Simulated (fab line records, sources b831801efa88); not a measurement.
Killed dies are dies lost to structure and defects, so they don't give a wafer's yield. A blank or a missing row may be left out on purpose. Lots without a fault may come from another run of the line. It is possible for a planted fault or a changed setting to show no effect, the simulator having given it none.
The tool behind it: which one? + flow gf180mcu + Sampling: 13 lots, 39 wafers, 4 of 602 route steps

## WHAT EACH GAUGE READ, for each wafer
GF_STI_THK_MEAS_30.
| lot  | measured    | on            | STI_OXIDATION_02_THK (nm) |
|------|-------------|---------------|---------------------------|
| L225 | day 2 16:41 | film_metro-01 | 10.03 9.99 9.97           |
| L227 | day 3 06:50 | film_metro-02 | 15.68 15.74 16.15         |
| L228 | day 3 09:28 | film_metro-02 | 15.74 15.80 15.78         |
| L230 | day 3 18:00 | film_metro-01 | 10.13 10.15 10.34         |
| L236 | day 5 01:56 | film_metro-02 | 9.88 10.06 10.11          |
| L237 | day 5 06:52 | film_metro-03 | 9.62 9.63 9.62            |
| L238 | day 5 12:07 | film_metro-03 | 9.88 9.83 9.99            |
| L239 | day 5 16:24 | film_metro-03 | 9.92 10.01 10.01          |
| L241 | day 6 03:49 | film_metro-03 | 10.37 10.54 10.36         |
| L243 | day 6 15:01 | film_metro-03 | 9.80 9.68 9.71            |
| L244 | day 6 18:52 | film_metro-03 | 10.06 9.91 9.85           |
| L245 | day 7 00:39 | film_metro-03 | 9.68 9.79 9.68            |
| L246 | day 7 07:15 | film_metro-02 | 10.29 10.26 10.24         |

GF_HV_LDD_THK_MEAS_57.
| lot  | measured     | on            | HV_LDD_CVD_56_THK (nm) |
|------|--------------|---------------|------------------------|
| L225 | day 13 04:02 | film_metro-04 | 88.8 88.8 89.6         |
| L227 | day 13 21:42 | film_metro-03 | 90.0 90.4 90.5         |
| L228 | day 14 01:49 | film_metro-03 | 90.0 89.8 90.1         |
| L230 | day 14 19:38 | film_metro-04 | 90.2 89.6 90.4         |
| L236 | day 16 18:17 | film_metro-04 | 88.9 89.4 89.4         |
| L237 | day 17 01:52 | film_metro-03 | 91.4 92.2 91.8         |
| L238 | day 17 11:55 | film_metro-03 | 89.3 89.0 89.1         |
| L239 | day 17 15:16 | film_metro-03 | 90.4 90.1 90.1         |
| L241 | day 18 11:54 | film_metro-03 | 90.8 91.0 91.2         |
| L243 | day 19 01:42 | film_metro-03 | 90.1 90.9 90.8         |
| L244 | day 19 09:35 | film_metro-04 | 89.6 90.1 89.6         |
| L245 | day 19 19:42 | film_metro-04 | 88.4 88.1 87.8         |
| L246 | day 20 14:57 | film_metro-02 | 89.7 89.3 89.6         |

GF_M1_RS_MEAS_05: measurement is done with a four-point probe.
| lot  | measured     | on            | M1_ALCU_RS (ohm/sq)  |
|------|--------------|---------------|----------------------|
| L225 | day 16 20:40 | film_metro-04 | 0.0696 0.0688 0.0691 |
| L227 | day 17 14:31 | film_metro-04 | 0.0698 0.0703 0.0695 |
| L228 | day 17 20:07 | film_metro-03 | 0.0701 0.0711 0.0698 |
| L230 | day 18 14:55 | film_metro-01 | 0.0692 0.0698 0.0688 |
| L236 | day 20 19:43 | film_metro-03 | 0.0695 0.0704 0.0684 |
| L237 | day 21 04:24 | film_metro-03 | 0.0700 0.0684 0.0684 |
| L238 | day 21 15:12 | film_metro-03 | 0.0674 0.0687 0.0679 |
| L239 | day 21 18:34 | film_metro-01 | 0.0712 0.0701 0.0697 |
| L241 | day 22 16:38 | film_metro-03 | 0.0699 0.0686 0.0698 |
| L243 | day 23 04:12 | film_metro-03 | 0.0698 0.0696 0.0709 |
| L244 | day 23 12:40 | film_metro-03 | 0.0699 0.0714 0.0711 |
| L245 | day 23 21:07 | film_metro-01 | 0.0709 0.0707 0.0697 |
| L246 | day 24 14:32 | film_metro-04 | 0.0675 0.0680 0.0685 |

## TOOL THAT RAN EACH LOT (tool first, then ch and the chambers of the sampled wafers, then the start)
| lot  | GF_STI_OXIDATION_29                                           |
|------|---------------------------------------------------------------|
| L225 | furnace-01 ch 0, day 2 15:17                                  |
| L227 | furnace-01 ch 0, day 3 02:50                                  |
| L228 | furnace-01 ch 0, day 3 06:28 and furnace-02 ch 0, day 3 08:04 |
| L230 | furnace-02 ch 0, day 3 16:37                                  |
| L236 | furnace-02 ch 0, day 5 00:32                                  |
| L237 | furnace-02 ch 0, day 5 05:28                                  |
| L238 | furnace-01 ch 0, day 5 10:44                                  |
| L239 | furnace-02 ch 0, day 5 15:00                                  |
| L241 | furnace-01 ch 0, day 6 02:25                                  |
| L243 | furnace-02 ch 0, day 6 13:37                                  |
| L244 | furnace-01 ch 0, day 6 17:28                                  |
| L245 | furnace-02 ch 0, day 6 23:15                                  |
| L246 | furnace-02 ch 0, day 7 05:52                                  |
- GF_STI_OXIDATION_29: stabilise 600 s, purge 300 s, target thk 10 nm.

## AS READ BY THE TOOLS THEMSELVES (means over the sampled wafers that have a number; for cases with no such wafer, the mark the record gives instead)
GF_STI_OXIDATION_29.
| lot  | tool                  | ox_temp_c_max | spike_tc_lower_C (C) |
|------|-----------------------|---------------|----------------------|
| L225 | furnace-01            | 904.4         | 900.1                |
| L227 | furnace-01            | 904.4         | 900.0                |
| L228 | furnace-01/furnace-02 | 903.6         | 899.8                |
| L230 | furnace-02            | 904.2         | 899.7                |
| L236 | furnace-02            | 905.1         | 900.8                |
| L237 | furnace-02            | 904.8         | 900.2                |
| L238 | furnace-01            | 904.2         | 900.1                |
| L239 | furnace-02            | 903.9         | 900.8                |
| L241 | furnace-01            | 903.1         | 899.8                |
| L243 | furnace-02            | 903.7         | 899.7                |
| L244 | furnace-01            | 903.6         | 900.3                |
| L245 | furnace-02            | 904.8         | 899.9                |
| L246 | furnace-02            | 904.3         | 899.7                |

## THE ANSWER, worked out from the rows above alone
Rule: usual is defined by the lots themselves. The widest of any qualifying gaps counts: lots, ordered by their means at a reading, are off when they make up no more than a third of the lots, leave a main group of 4 or more, and stand apart from it by 3 or more times the standard deviation of that group's means. If all means in a main group match to the digits the tables above print for the reading, that group is not used. A lot without any number at a reading at which 4 lots or more have one is off too. Where the step has rows for the other lots, those lots are counted as sound. After the gauges, taken in route order, come the tools' own readings; for these a lot's mean is taken, as printed above. At the first step where some lot is off, the reading lying furthest off is the one used; lots without a number count as furthest.
Off: L227, L228, seen at GF_STI_THK_MEAS_30 (STI_OXIDATION_02_THK). The main group has a mean of 9.98 nm with a standard deviation of 0.23.
A tool fits if, at a process step before that reading, it ran every lot that is off, and no sound lot after the first of them. Gauges at GF_STI_THK_MEAS_30: tried the same way as those tools. None of those tried fits.

## WHAT WAS PUT IN BY THE SIMULATOR
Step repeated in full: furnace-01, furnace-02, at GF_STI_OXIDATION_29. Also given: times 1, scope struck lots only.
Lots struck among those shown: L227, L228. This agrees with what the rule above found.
